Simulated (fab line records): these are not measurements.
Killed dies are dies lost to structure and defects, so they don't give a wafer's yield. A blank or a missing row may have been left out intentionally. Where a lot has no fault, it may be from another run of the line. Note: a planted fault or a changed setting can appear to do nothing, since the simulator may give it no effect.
A sampling plan put to the test ; flow sky130 ; each of the 20 faults these records tell of, on one fab line, judged from the records of the lots it struck
Plan = the line's own looks (route steps where a gauge or an inspection reads the wafer without altering it). Where struck wafers have a number at a look and the file lists that look's usual mean and standard deviation on fault-free wafers, the look can be judged. Caught: at a look after the fault's first step, the mean of the struck wafers lies 4 or more of those standard deviations (sigma) from the usual mean. On the tool: the fault's steps, tested the same way using the tool's own readings. A different recipe on the struck wafers counts as caught too, as does a record blank only for those wafers.

== THE FAULTS, as the simulator had put them in ==
1. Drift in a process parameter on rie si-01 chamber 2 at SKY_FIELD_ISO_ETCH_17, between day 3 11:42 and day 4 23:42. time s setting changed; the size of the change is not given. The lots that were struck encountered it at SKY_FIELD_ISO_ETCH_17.
2. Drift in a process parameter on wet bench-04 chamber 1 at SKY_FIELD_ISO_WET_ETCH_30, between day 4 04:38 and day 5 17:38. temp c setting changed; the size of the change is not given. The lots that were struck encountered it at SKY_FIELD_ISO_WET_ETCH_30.
3. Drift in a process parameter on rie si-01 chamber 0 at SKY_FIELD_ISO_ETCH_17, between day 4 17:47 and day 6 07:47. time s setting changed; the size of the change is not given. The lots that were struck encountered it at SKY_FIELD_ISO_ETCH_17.
4. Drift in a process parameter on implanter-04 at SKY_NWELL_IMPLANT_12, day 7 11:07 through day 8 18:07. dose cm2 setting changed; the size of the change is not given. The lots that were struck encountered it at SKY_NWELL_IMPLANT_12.
5. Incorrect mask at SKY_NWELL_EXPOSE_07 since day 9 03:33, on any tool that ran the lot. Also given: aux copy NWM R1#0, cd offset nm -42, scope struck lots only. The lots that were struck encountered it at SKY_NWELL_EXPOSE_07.
6. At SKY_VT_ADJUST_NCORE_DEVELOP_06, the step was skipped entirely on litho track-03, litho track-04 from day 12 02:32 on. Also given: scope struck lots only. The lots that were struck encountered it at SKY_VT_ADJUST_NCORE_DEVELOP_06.
7. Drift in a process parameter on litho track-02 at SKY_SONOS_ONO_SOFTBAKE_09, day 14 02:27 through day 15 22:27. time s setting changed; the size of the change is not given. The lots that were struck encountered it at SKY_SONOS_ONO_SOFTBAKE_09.
8. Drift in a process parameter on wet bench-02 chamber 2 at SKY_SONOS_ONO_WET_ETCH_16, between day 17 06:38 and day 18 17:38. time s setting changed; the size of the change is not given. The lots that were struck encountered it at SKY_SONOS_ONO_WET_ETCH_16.
9. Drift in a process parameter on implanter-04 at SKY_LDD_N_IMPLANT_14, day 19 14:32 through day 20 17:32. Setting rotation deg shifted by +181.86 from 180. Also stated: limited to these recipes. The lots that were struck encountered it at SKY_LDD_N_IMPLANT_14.
10. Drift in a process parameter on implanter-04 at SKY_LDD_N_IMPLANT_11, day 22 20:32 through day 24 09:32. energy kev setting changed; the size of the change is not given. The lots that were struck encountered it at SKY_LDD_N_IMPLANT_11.
11. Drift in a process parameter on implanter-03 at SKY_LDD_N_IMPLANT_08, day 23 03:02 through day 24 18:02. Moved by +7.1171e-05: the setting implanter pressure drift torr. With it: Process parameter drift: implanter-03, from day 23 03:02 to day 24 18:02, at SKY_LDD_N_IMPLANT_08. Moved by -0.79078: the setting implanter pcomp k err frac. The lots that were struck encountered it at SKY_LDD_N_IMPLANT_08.
12. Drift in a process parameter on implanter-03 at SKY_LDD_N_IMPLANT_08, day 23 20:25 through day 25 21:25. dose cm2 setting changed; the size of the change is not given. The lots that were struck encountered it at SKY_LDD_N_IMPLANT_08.
13. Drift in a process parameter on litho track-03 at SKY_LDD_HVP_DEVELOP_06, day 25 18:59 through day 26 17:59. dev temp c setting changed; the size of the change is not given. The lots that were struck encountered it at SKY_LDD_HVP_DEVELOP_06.
14. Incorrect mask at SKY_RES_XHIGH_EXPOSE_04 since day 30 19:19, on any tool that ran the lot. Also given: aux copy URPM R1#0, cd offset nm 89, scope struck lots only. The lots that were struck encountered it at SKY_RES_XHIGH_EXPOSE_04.
15. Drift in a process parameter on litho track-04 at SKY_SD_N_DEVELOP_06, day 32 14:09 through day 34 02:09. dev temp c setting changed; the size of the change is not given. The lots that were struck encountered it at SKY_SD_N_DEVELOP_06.
16. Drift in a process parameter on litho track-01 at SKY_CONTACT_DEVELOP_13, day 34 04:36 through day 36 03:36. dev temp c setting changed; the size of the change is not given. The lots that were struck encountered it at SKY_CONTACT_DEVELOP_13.
17. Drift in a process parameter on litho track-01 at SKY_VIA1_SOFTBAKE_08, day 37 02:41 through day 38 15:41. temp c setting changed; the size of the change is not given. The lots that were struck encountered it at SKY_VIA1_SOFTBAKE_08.
18. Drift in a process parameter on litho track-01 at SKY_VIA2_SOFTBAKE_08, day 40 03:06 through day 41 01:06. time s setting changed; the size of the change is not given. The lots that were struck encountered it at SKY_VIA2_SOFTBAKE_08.
19. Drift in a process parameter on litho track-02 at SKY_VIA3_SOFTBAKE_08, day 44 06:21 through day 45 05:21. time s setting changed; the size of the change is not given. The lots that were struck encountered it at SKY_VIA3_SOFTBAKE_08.
20. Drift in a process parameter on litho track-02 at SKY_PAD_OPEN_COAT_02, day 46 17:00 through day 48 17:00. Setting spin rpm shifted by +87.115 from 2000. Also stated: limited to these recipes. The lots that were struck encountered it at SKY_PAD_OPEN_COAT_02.

== WHAT THE PLAN SAW ==
fault;on the tool itself;first look that catches it;reading, sigma;median hours from its first step to that look;hours from the fault's start to the first struck lot there;judged looks passed uncaught
1;run length s -24 sigma;none of the 2 looks that can be judged after it;-;-;-;2
2;temp c -99 or beyond sigma;none of the 2 looks that can be judged after it;-;-;-;2
3;run length s +10 sigma;not the one look that can be judged after it;strongest: CONTACT_W_THK at SKY_CONTACT_THK_MEAS_26, +2.5;-;-;1
4;dose ions cm2 +88 sigma;no look after it can be judged;-;-;-;0
5;under 2 sigma;none of the 3 looks that can be judged after it;-;-;-;3
6;the tool's record is blank for the struck wafers;none of the 2 looks that can be judged after it;-;-;-;2
7;run length s +19 sigma;not the one look that can be judged after it;-;-;-;1
8;run length s +70 sigma;no look after it can be judged;-;-;-;0
9;rotation deg +99 or beyond sigma;none of the 2 looks that can be judged after it;-;-;-;2
10;beam energy keV -99 or beyond sigma;none of the 2 looks that can be judged after it;-;-;-;2
11;end station pressure torr +99 or beyond sigma;no look after it can be judged;-;-;-;0
12;dose ions cm2 +93 sigma;none of the 2 looks that can be judged after it;-;-;-;2
13;developer temp C +10 sigma;no look after it can be judged;-;-;-;0
14;no reading that can be judged;no look after it can be judged;-;-;-;0
15;developer temp C -7.1 sigma;no look after it can be judged;-;-;-;0
16;developer temp C +20 sigma;none of the 2 looks that can be judged after it;-;-;-;2
17;plate temp C -6.8 sigma;no look after it can be judged;-;-;-;0
18;run length s -99 or beyond sigma;not the one look that can be judged after it;-;-;-;1
19;run length s -29 sigma;no look after it can be judged;-;-;-;0
20;spin speed rpm +72 sigma;no look after it can be judged;-;-;-;0
A dash: the fault isn't caught, or these records don't give the number.

Caught at a look: 0 of 20. Caught on the tool: 18 of 20. By one or the other: 18 of 20.
Faults caught by the tool alone: 1, 2, 3, 4, 6, 7, 8, 9, 10, 11, 12, 13, 15, 16, 17, 18, 19, 20.
Caught by neither: faults 5, 14.
